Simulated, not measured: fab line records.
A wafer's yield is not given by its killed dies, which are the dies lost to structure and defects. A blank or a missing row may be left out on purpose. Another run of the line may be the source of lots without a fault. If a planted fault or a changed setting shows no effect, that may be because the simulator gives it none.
Split-lot trial ; flow sky130 ; 23 wafers read from 5 lots, route of 708 steps

== ABOUT THE SPLIT ==
At SKY_VIA4_CMP_02 (polishes SiO2), the setting leave above ref nm was moved away from the recipe's 580 nm on 9 of the 23 wafers read, by +3.8% to +6.9%. This setting was run at the recipe's value on the other wafers.

Between the split and the reading, the file records no step.

== THE READING ==
oes product au, in a.u., at SKY_VIA4_ETCH_12 (etches SiO2 in C4F8/O2/Ar, stops on TiN, target depth 580 nm). A value of 0.928 a.u. with a standard deviation of 0.0049 a.u. is what fault-free wafers of this fab line usually give.

wafer;tool, chamber at the split;leave above ref nm as run, nm;against the recipe;oes product au, a.u.;against lot-mates on the recipe
L077.1;cmp-01, 3;580;recipe;0.926;-
L077.2;cmp-01, 1,0;580;recipe;0.924;-
L077.4;cmp-01, 2;580;recipe;0.920;-
L077.5;cmp-01, 1;580;recipe;0.923;-
L077.6;cmp-01, 1,0;580;recipe;0.926;-
L078.1;cmp-01, 0;620;+6.9%;0.970;+0.043
L078.2;cmp-01, 1,3;580;recipe;0.930;-
L078.3;cmp-01, 1,3;580;recipe;0.924;-
L078.4;cmp-01, 2;620;+6.9%;0.954;+0.027
L078.5;cmp-01, 1;620;+6.9%;0.967;+0.040
L081.1;cmp-01, 2;580;recipe;0.912;-
L081.4;cmp-01, 1;580;recipe;0.924;-
L081.5;cmp-01, 0;580;recipe;0.934;-
L082.2;cmp-01, 2,0;601.8;+3.8%;0.947;+0.015
L082.3;cmp-01, 3;580;recipe;0.933;-
L082.4;cmp-01, 2,0;601.8;+3.8%;0.949;+0.017
L082.5;cmp-01, 1;580;recipe;0.931;-
L082.6;cmp-01, 2;601.8;+3.8%;0.943;+0.011
L085.1;cmp-02, 0;580;recipe;0.920;-
L085.2;cmp-02, 3,2;609.3;+5.1%;0.952;+0.026
L085.3;cmp-02, 1;580;recipe;0.931;-
L085.4;cmp-02, 3,2;609.3;+5.1%;0.958;+0.032
L085.5;cmp-02, 0;609.3;+5.1%;0.953;+0.027
If several chambers appear in one row, that row covers several wafers at once and the file leaves open which wafer was in which chamber.

THE FIT
A straight line over all 23 wafers: oes product au changes by +0.00557 a.u. for each +1% of leave above ref nm; r = +0.94; the points scatter about the line by 0.0056 a.u.
The same after taking each lot's own level away (the mean of its wafers on the recipe; 23 wafers): +0.00525 a.u. for each +1%; r = +0.94; scatter 0.0055 a.u.
That fit puts the effect of the largest move of leave above ref nm on the reading at 0.036 a.u.
The span of the lots' own levels, 0.9233 to 0.9320 a.u., comes to 1.8 times the standard deviation stated above.
Consequently the slope shifts little with the lot-to-lot level, the two slopes agreeing.
Check: +0.0342 a.u. against its lot-mates is what the line predicts for one of the wafers moved furthest among these (+6.9%) when that wafer is left out of the fit. It came out at +0.043 a.u. against them.

== THE OTHER SPLITS THESE WAFERS WENT THROUGH ==
Before the reading, these wafers also passed through other splits. Each is held against what the fit with the lots' levels taken away leaves over:
other split on the same wafers;wafers away from the commonest value;r with oes product au (lot level and that fit taken away)
SKY_CAP2M_COAT_07 spin rpm;6;+0.17
SKY_METAL4_EXPOSE_10 dose mj;8;+0.02
SKY_VIA4_HDPCVD_00 time s;9;+0.02

== THE WHOLE CHAIN: every reading that the file lists as answering this split, in the file's order ==
step;what it does;reading;change (the file's fit);r (the file's)
SKY_VIA4_CMP_02;polishes SiO2;SiO2_of_VIA4_HDPCVD_00.thk nm (the simulator's own value, which no gauge read);+5.66 nm for each +1% of the setting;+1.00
SKY_VIA4_ETCH_12;etches SiO2 in C4F8/O2/Ar, stops on TiN, target depth 580 nm;oes product au;+0.00517 a.u. for each +1% of the setting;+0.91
SKY_VIA4_ETCH_12;etches SiO2 in C4F8/O2/Ar, stops on TiN, target depth 580 nm;VIA4.feature depth nm (the simulator's own value, which no gauge read);+5.65 nm for each +1% of the setting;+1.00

== FILE'S OWN FIT ==
oes product au changes by +0.00517 a.u. for each +1% of leave above ref nm, r = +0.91.
